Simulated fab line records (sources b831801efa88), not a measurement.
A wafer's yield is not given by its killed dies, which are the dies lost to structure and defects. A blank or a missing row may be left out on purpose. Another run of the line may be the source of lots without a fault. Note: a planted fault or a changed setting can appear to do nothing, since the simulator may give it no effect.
A lot that was struck, set against a sound lot / flow gf180mcu / 30 steps out of a route of 602
Sound: the wafers L892.2, L892.3, L892.6. Struck: wafer L900.3. At the end, the cause is stated.
Order at every step that has rows: each side's tool, ch and its chambers, its first start. Under that, the readings that differ: sound wafers / struck wafers / difference of the means / sigmas: that difference in standard deviations of wafers without a fault.
alike: readings whose means differ by less than 2 such deviations, and words and numbers that are the same on both sides. not compared: withheld readings, readings that some wafer has no value for, bounds like >300 that may hide the same value, and numbers for which the record gives no deviation and whose values overlap.
Wherever a step has rows on one side only, a row that says differs or no value, or a row with sigmas, the two part there. Numbers that have no deviation but don't overlap get no sigmas and don't part them. A reading that every wafer of one side lacks parts them only if that side has two wafers or more.

first, 4 steps without rows for these wafers: GF_M1_SOFTBAKE_10 (time 60 s); GF_M1_EXPOSE_11 (exposes mask Metal1, target cd 230 nm); GF_M1_PEB_12 (peb time 90 s); GF_M1_DEVELOP_13 (develop time 60 s).
GF_M1_CD_MEAS_14: target cd 230 nm.
  sound on cd sem-01 at day 21 18:04; struck on cd sem-01 at day 24 00:56
reading=cd nm (nm); sound=232.1 231.4 232.1; struck=229.4; difference=-2.5; sigmas=-2
GF_M1_OVL_MEAS_15:
  sound on overlay-02 at day 21 18:11; struck on overlay-01 at day 24 01:01
  alike: M1_OVL
GF_M1_METAL_ETCH_16: etches the open film in Cl2/BCl3, stops on SiO2, target depth 627.5 nm, time 104.6 s.
  sound on rie metal-01 ch 0,1, day 21 18:13; struck on rie metal-02 ch 0, day 24 01:06
reading=oes product au (a.u.); sound=0.977 0.983 0.974; struck=0.964; difference=-0.014; sigmas=-2
  alike: drypump motor current A, he backside leak sccm, mfc cl2 sccm, throttle valve pct
  not compared: rf hours counter h
GF_M1_STRIP_17: strips in O2/N2.
  sound on plasma asher-02 ch 1, day 21 18:19; struck on plasma asher-04 ch 1, day 24 01:14
  alike: drypump motor current A, heater power w, oes product au, strip time to endpoint s
  not compared: rf hours counter h
then, 3 steps without rows for these wafers: GF_M1_STRIP_18 (strips in post etch residue remover, time 1200 s); GF_M1_CLEAN_19 (cleans in DIW); GF_V1_CVD_00 (deposits SiO2, target thk 600 nm, time 100 s).
GF_V1_THK_MEAS_01:
  sound on film metro-03 at day 21 18:58; struck on film metro-04 at day 24 01:50
  alike: V1_CVD_00_THK
GF_V1_CVD_02: deposits SiO2 from TEOS, target thk 850 nm, time 94.851 s.
  sound on pecvd-01 ch 0,1,2, day 21 19:01; struck on pecvd-01 ch 1, day 24 01:53
  alike: heater power w
GF_V1_THK_MEAS_03:
  sound on film metro-01 at day 21 19:06; struck on film metro-03 at day 24 01:58
reading=V1_CVD_02_THK (nm); sound=867 849 854; struck=726; difference=-131; sigmas=-11
GF_V1_CMP_04: polishes SiO2.
  sound on cmp-01 ch 0,2,3, day 21 19:12; struck on cmp-01 ch 0, day 24 02:01
reading=motor current A (A); sound=9.8 13.6 10.7; struck=14.9; difference=+3.5; sigmas=+3
  alike: time to endpoint s
GF_V1_BOW_MEAS_05:
  sound on film metro-04 at day 21 19:28; struck on film metro-03 at day 24 02:21
  alike: V1_BOW
then, 8 steps without rows for these wafers: GF_V1_DEHYDRATE_06 (time 60 s); GF_V1_HMDS_07 (prime time 60 s); GF_V1_COAT_08; GF_V1_COAT_09 (resist thk 1000 nm); GF_V1_SOFTBAKE_10 (time 60 s); GF_V1_EXPOSE_11 (exposes mask Via1, target cd 260 nm); GF_V1_PEB_12 (peb time 90 s); GF_V1_DEVELOP_13 (develop time 60 s).
GF_V1_CD_MEAS_14: target cd 260 nm.
  sound on cd sem-01 at day 22 19:30; struck on cd sem-02 at day 25 00:28
  alike: cd nm
GF_V1_OVL_MEAS_15:
  sound on overlay-01 at day 22 19:37; struck on overlay-02 at day 25 00:34
  alike: V1_OVL
GF_V1_ETCH_16: etches BARC in N2/H2.
  sound on rie diel-01 ch 1,3, day 22 19:38; struck on rie diel-04 ch 1, day 25 00:35
  alike: drypump motor current A, oes product au, throttle valve pct
GF_V1_ETCH_17: etches SiO2 in C4F8/O2/Ar, stops on TiN, target depth 630 nm.
  sound: rie diel-01 ch 1,3; struck: rie diel-04 ch 1
reading=oes product au (a.u.); sound=0.861 0.857 0.850; struck=0.777; difference=-0.079; sigmas=-17
GF_V1_STRIP_18: strips in O2/N2.
  sound on plasma asher-03 ch 0,1, day 22 19:46; struck on plasma asher-02 ch 1, day 25 00:45
reading=heater power w (W); sound=306 312 326; struck=363; difference=+48; sigmas=+2
reading=oes product au (a.u.); sound=0.589 0.597 0.589; struck=0.578; difference=-0.014; sigmas=-3
  alike: drypump motor current A
  not compared: rf hours counter h
GF_PASSIVATION_PROBE_99:
  rows exist in the record for the sound wafers here (prober-02, day 32 13:05), none for the struck ones

## WHERE THEY PART
Earliest at GF_M1_CD_MEAS_14; latest, in this record, at GF_PASSIVATION_PROBE_99.

WHY: whatever the simulator had introduced
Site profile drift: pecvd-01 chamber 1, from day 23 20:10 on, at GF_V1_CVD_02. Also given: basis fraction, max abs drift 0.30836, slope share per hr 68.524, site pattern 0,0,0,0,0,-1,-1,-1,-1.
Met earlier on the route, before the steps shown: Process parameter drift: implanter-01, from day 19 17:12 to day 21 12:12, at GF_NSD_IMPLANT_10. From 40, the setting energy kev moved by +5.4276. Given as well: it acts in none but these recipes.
